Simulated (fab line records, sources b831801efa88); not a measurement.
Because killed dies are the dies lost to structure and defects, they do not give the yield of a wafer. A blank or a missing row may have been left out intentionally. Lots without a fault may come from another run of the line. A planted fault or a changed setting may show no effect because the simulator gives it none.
Lot-split experiment | flow sfq-line | 23 wafers read across 5 lots, on a route 325 steps long

== ABOUT THE SPLIT ==
At SFQ_TRILAYER_I0_DEP_PECVD_027 (deposits SiO2 from SiH4/N2O, time 111.11 s, target thk 500 nm), the setting time-s was moved away from the recipe's 111.11 s on 8 of the 23 wafers read, by -13.5% to +7.2%. All remaining wafers had this setting at the recipe value.

The reading is taken at the split's own step.

== THE READING ==
SiO2_of_TRILAYER_I0_DEP_PECVD_027.thk-nm (the simulator's own value, which no gauge read), in nm, at SFQ_TRILAYER_I0_DEP_PECVD_027 (deposits SiO2 from SiH4/N2O, time 111.11 s, target thk 500 nm). There is no usual value for it anywhere in the file. Here, 15 wafers ran the recipe; their average is 500.1 nm with a standard deviation of 7.6 nm.

wafer  | tool, chamber at the split | time-s as run, s | against the recipe | SiO2_of_TRILAYER_I0_DEP_PECVD_027.thk-nm, nm | against lot-mates on the recipe
L076.1 | pecvd-02, 1                | 111.11           | recipe             | 486.4                                        | -
L076.2 | pecvd-02, 0                | 111.11           | recipe             | 492.2                                        | -
L076.3 | pecvd-02, 2                | 111.11           | recipe             | 493.2                                        | -
L076.4 | pecvd-02, 2                | 111.11           | recipe             | 505                                          | -
L076.6 | pecvd-02, 1                | 111.11           | recipe             | 491.1                                        | -
L078.1 | pecvd-04, 2                | 96.16            | -13.5%             | 434.8                                        | -75.9
L078.2 | pecvd-04, 1                | 96.16            | -13.5%             | 430.2                                        | -80.5
L078.4 | pecvd-04, 0                | 96.16            | -13.5%             | 435.9                                        | -74.8
L078.5 | pecvd-04, 2                | 111.11           | recipe             | 512.6                                        | -
L078.6 | pecvd-04, 1                | 111.11           | recipe             | 508.8                                        | -
L079.2 | pecvd-04, 2                | 111.11           | recipe             | 501.9                                        | -
L079.3 | pecvd-04, 1                | 111.11           | recipe             | 492.5                                        | -
L079.4 | pecvd-04, 1                | 98.52            | -11.3%             | 443.4                                        | -53.8
L079.5 | pecvd-04, 0                | 98.52            | -11.3%             | 445.2                                        | -52.0
L079.6 | pecvd-04, 2                | 98.52            | -11.3%             | 449.5                                        | -47.7
L080.3 | pecvd-01, 2                | 111.11           | recipe             | 499                                          | -
L080.5 | pecvd-01, 0                | 111.11           | recipe             | 506.7                                        | -
L080.6 | pecvd-01, 1                | 111.11           | recipe             | 510.2                                        | -
L084.1 | pecvd-02, 0                | 119.1            | +7.2%              | 536.3                                        | +35.9
L084.2 | pecvd-02, 2                | 111.11           | recipe             | 502.1                                        | -
L084.3 | pecvd-02, 1                | 111.11           | recipe             | 496.2                                        | -
L084.5 | pecvd-02, 1                | 119.1            | +7.2%              | 535.8                                        | +35.4
L084.6 | pecvd-02, 2                | 111.11           | recipe             | 502.9                                        | -

THE FIT
A straight line over all 23 wafers: SiO2_of_TRILAYER_I0_DEP_PECVD_027.thk-nm changes by +4.89 nm for each +1% of time-s; r = +0.98; the points scatter about the line by 6.6 nm.
The same after taking each lot's own level away (the mean of its wafers on the recipe; 23 wafers): +5.19 nm for each +1%; r = +0.99; scatter 5.8 nm.
Per that fit: largest time-s move, reading shift of 70 nm.
Measured against the standard deviation above, the lots' own levels, which go from 493.58 to 510.70 nm, span 2.2 times it.
So the lot-to-lot level changes the slope little: the two slopes agree.
Check: -68.7 nm against its lot-mates is what the line predicts for one of the wafers moved furthest among these (-13.5%) when that wafer is left out of the fit. Against them it came out at -75.9 nm.

== FURTHER SPLITS ON THESE WAFERS ==
Note: prior to the reading, these wafers also went through further splits. Each is held against what the fit with the lots' levels taken away leaves over:
other split on the same wafers                  | wafers away from the commonest value | r with SiO2_of_TRILAYER_I0_DEP_PECVD_027.thk-nm (lot level and that fit taken away)
SFQ_TRILAYER_INCOMING_OXIDATION_002 ox-time-s   | 15                                   | -0.13
SFQ_TRILAYER_L0_LITHO_COAT_005 spin-rpm         | 8                                    | -0.23
SFQ_TRILAYER_L0_BARC_OPEN_METAL_ETCH_010 icp-w  | 4                                    | +0.06
SFQ_TRILAYER_L0_VIA_LITHO_COAT_018 spin-rpm     | 9                                    | +0.29
SFQ_TRILAYER_M0_DEP_SPUTTER_019 time-s          | 10                                   | +0.34
SFQ_TRILAYER_M0_BARC_OPEN_METAL_ETCH_031 bias-w | 6                                    | +0.11

== THE WHOLE CHAIN: every reading that the file lists as answering this split, in the file's order ==
step                          | what it does                                                  | reading                                                                                   | change (the file's fit)              | r (the file's)
SFQ_TRILAYER_I0_DEP_PECVD_027 | deposits SiO2 from SiH4/N2O, time 111.11 s, target thk 500 nm | SiO2_of_TRILAYER_I0_DEP_PECVD_027.thk-nm (the simulator's own value, which no gauge read) | +5.19 nm for each +1% of the setting | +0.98
SFQ_TRILAYER_I0_CMP_CMP_028   | polishes SiO2                                                 | time-to-endpoint-s                                                                        | withheld for each +1% of the setting | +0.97

== FILE'S OWN FIT ==
SiO2_of_TRILAYER_I0_DEP_PECVD_027.thk-nm changes by +5.19 nm for each +1% of time-s, r = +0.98.
